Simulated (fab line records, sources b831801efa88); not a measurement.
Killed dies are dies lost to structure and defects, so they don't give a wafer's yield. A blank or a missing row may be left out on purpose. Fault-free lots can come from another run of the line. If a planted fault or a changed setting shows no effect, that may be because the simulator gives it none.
Chamber matching || flow gf180mcu || cmp-01 running GF_STI_CMP_25: 4 sister chambers
The step polishes, stops on Si3N4, t overpolish 33 s, target thk 524.6 nm. 4 wafers are shown with their chamber, then 8 later ones without.

## WAFERS WITH THEIR CHAMBER
{"wafer": "L112.3", "chamber": 0, "motor_current_A (A)": 10.3}
{"wafer": "L113.5", "chamber": 2, "motor_current_A (A)": 11.6}
{"wafer": "L113.6", "chamber": 1, "motor_current_A (A)": 13.1}
{"wafer": "L116.3", "chamber": 3, "motor_current_A (A)": 12.0}

## WAFERS WITH NO CHAMBER GIVEN
{"wafer": "L116.5", "motor_current_A (A)": 11.1}
{"wafer": "L116.6", "motor_current_A (A)": 13.2}
{"wafer": "L119.2", "motor_current_A (A)": 10.3}
{"wafer": "L119.3", "motor_current_A (A)": 10.9}
{"wafer": "L119.4", "motor_current_A (A)": 13.7}
{"wafer": "L120.1", "motor_current_A (A)": 11.5}
{"wafer": "L120.5", "motor_current_A (A)": 9.9}
{"wafer": "L120.6", "motor_current_A (A)": 13.4}

## WHICH CHAMBER EACH WENT THROUGH
{"wafer": "L116.5", "from the rows above": "can't be placed: 2 or 0 or 3", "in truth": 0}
{"wafer": "L116.6", "from the rows above": 1, "in truth": 1}
{"wafer": "L119.2", "from the rows above": 0, "in truth": 0}
{"wafer": "L119.3", "from the rows above": "can't be placed: 0 or 2 or 3", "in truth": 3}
{"wafer": "L119.4", "from the rows above": 1, "in truth": 1}
{"wafer": "L120.1", "from the rows above": "can't be placed: 2 or 3", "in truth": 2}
{"wafer": "L120.5", "from the rows above": 0, "in truth": 0}
{"wafer": "L120.6", "from the rows above": 1, "in truth": 1}
Correctly placed: 5 of 8. Unplaceable from these rows: 3, with the true chamber sitting among the candidates in 3. Number placed wrongly: 0.
How it was worked out, from the rows above alone: a wafer's distance from a chamber is the root of the sum, over the readings, of the square of ((its reading less the chamber's mean) divided by the reading's scatter). If the next closest chamber is less than 2 further off than the closest, the wafer can't be placed; otherwise it belongs to the closest. For every chamber, the mean is computed from those of its wafers that are shown. The scatter: with one shown wafer a chamber, the root of the mean of the squares of how far each hidden wafer lies from its nearest shown one.
